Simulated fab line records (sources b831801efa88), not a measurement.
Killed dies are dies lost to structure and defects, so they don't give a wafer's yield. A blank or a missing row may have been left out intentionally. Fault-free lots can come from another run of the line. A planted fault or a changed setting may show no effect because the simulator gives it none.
Which of the tools did it? + flow gf180mcu + Sampling: 8 lots, 24 wafers, 6 of 602 route steps

== WHAT THE GAUGES READ, wafer by wafer ==
GF_HV_LDD_TW_MEAS_38.
| lot  | measured     | on            | HV_LDD_3_TW    |
|------|--------------|---------------|----------------|
| L631 | day 11 15:28 | film metro-04 | 1459 1457 1468 |
| L632 | day 11 18:24 | film metro-04 | 1459 1456 1461 |
| L633 | day 12 06:34 | film metro-04 | 1458 1452 1446 |
| L634 | day 12 12:50 | film metro-02 | 1433 1435 1432 |
| L637 | day 13 17:56 | film metro-02 | 1425 1434 1431 |
| L642 | day 15 06:47 | film metro-04 | 1621 1621 1627 |
| L643 | day 15 13:29 | film metro-02 | 1586 1587 1587 |
| L644 | day 16 01:58 | film metro-01 | 1607 1609 1615 |

GF_HV_LDD_RS_MEAS_53: the measuring method here is four-point-probe.
| lot  | measured     | on            | HV_LDD_RS (ohm/sq) |
|------|--------------|---------------|--------------------|
| L631 | day 12 11:32 | film metro-04 | 419.2 418.0 417.4  |
| L632 | day 12 13:30 | film metro-02 | 417.5 418.0 417.7  |
| L633 | day 13 02:13 | film metro-02 | 418.2 417.6 417.5  |
| L634 | day 13 09:38 | film metro-04 | 416.9 417.8 417.6  |
| L637 | day 14 15:06 | film metro-02 | 417.6 416.1 416.9  |
| L642 | day 16 04:46 | film metro-04 | 453.9 451.7 454.4  |
| L643 | day 16 11:50 | film metro-04 | 454.9 453.7 454.7  |
| L644 | day 17 00:13 | film metro-02 | 455.4 454.3 454.9  |

GF_CONTACT_THK_MEAS_01.
| lot  | measured     | on            | CONTACT_CVD_00_THK (nm) |
|------|--------------|---------------|-------------------------|
| L631 | day 15 04:17 | film metro-01 | 296.2 296.4 299.2       |
| L632 | day 15 08:53 | film metro-04 | 293.8 297.0 293.2       |
| L633 | day 15 22:24 | film metro-04 | 292.3 294.6 292.0       |
| L634 | day 16 05:33 | film metro-02 | 294.2 290.0 290.9       |
| L637 | day 17 15:00 | film metro-02 | 292.6 295.4 296.7       |
| L642 | day 19 07:23 | film metro-02 | 295.6 293.9 293.5       |
| L643 | day 19 14:00 | film metro-04 | 290.9 296.6 290.7       |
| L644 | day 20 04:02 | film metro-01 | 296.4 291.3 295.1       |

GF_V2_THK_MEAS_25: measures by xrf.
| lot  | measured     | on            | V2_W_THK (nm) |
|------|--------------|---------------|---------------|
| L631 | day 20 06:50 | film metro-01 | 349 351 348   |
| L632 | day 20 16:40 | film metro-04 | 352 360 358   |
| L633 | day 21 02:44 | film metro-01 | 344 345 342   |
| L634 | day 21 12:16 | film metro-04 | 360 353 363   |
| L637 | day 22 22:59 | film metro-04 | 355 350 357   |
| L642 | day 24 13:25 | film metro-02 | 358 363 354   |
| L643 | day 24 18:37 | film metro-02 | 350 359 348   |
| L644 | day 25 07:17 | film metro-02 | 350 360 349   |

GF_M4_CD_MEAS_14: the cd target is 280 nm.
| lot  | measured     | on        | cd nm (nm)        |
|------|--------------|-----------|-------------------|
| L631 | day 23 08:09 | cd sem-01 | 278.8 279.3 278.9 |
| L632 | day 23 19:13 | cd sem-01 | 278.6 279.5 280.6 |
| L633 | day 24 04:08 | cd sem-02 | 279.4 279.7 279.2 |
| L634 | day 24 12:19 | cd sem-02 | 279.3 280.2 281.0 |
| L637 | day 25 20:02 | cd sem-02 | 279.8 280.4 279.8 |
| L642 | day 27 07:16 | cd sem-01 | 278.1 277.9 278.6 |
| L643 | day 27 13:28 | cd sem-01 | 279.4 278.4 278.1 |
| L644 | day 28 00:55 | cd sem-02 | 281.2 278.9 279.8 |

== TOOL THAT RAN EACH LOT (tool first, then ch and the chambers of the sampled wafers, then the start) ==
| lot  | GF_HV_LDD_IMPLANT_33            |
|------|---------------------------------|
| L631 | implanter-04 ch 0, day 11 14:46 |
| L632 | implanter-02 ch 0, day 11 17:44 |
| L633 | implanter-02 ch 0, day 12 05:55 |
| L634 | implanter-01 ch 0, day 12 12:08 |
| L637 | implanter-01 ch 0, day 13 17:14 |
| L642 | implanter-01 ch 0, day 15 06:05 |
| L643 | implanter-02 ch 0, day 15 12:47 |
| L644 | implanter-02 ch 0, day 16 01:18 |
- GF_HV_LDD_IMPLANT_33

== WHAT THE TOOLS THEMSELVES READ (means of the sampled wafers that have a number; where no wafer has one, the mark that the record gives instead) ==
The record holds no such reading with a usual standard deviation.

== THE ANSWER, worked out from the rows above alone ==
Rule: what is usual is taken from the lots themselves. Put in order of their means at a reading, lots are off if they are a third of the lots or fewer, leave a main group of 4 or more, and stand apart from it by a gap of 3 or more times the standard deviation of the main group's means; of several such gaps the widest counts. A main group whose means are all the same, to the digits that the tables above print for the reading, isn't used. A lot without any number at a reading at which 4 lots or more have one is off too. Where the step has rows for the other lots, those lots are counted as sound. First the gauges in route order, then the tools' own readings, where a lot's mean is used as printed above. At the first step where some lot is off, the reading lying furthest off is the one used; lots without a number count as furthest.
Across all readings shown, no lot is off: no conclusion can be drawn from this.

== WHAT THE SIMULATOR HAD INSERTED ==
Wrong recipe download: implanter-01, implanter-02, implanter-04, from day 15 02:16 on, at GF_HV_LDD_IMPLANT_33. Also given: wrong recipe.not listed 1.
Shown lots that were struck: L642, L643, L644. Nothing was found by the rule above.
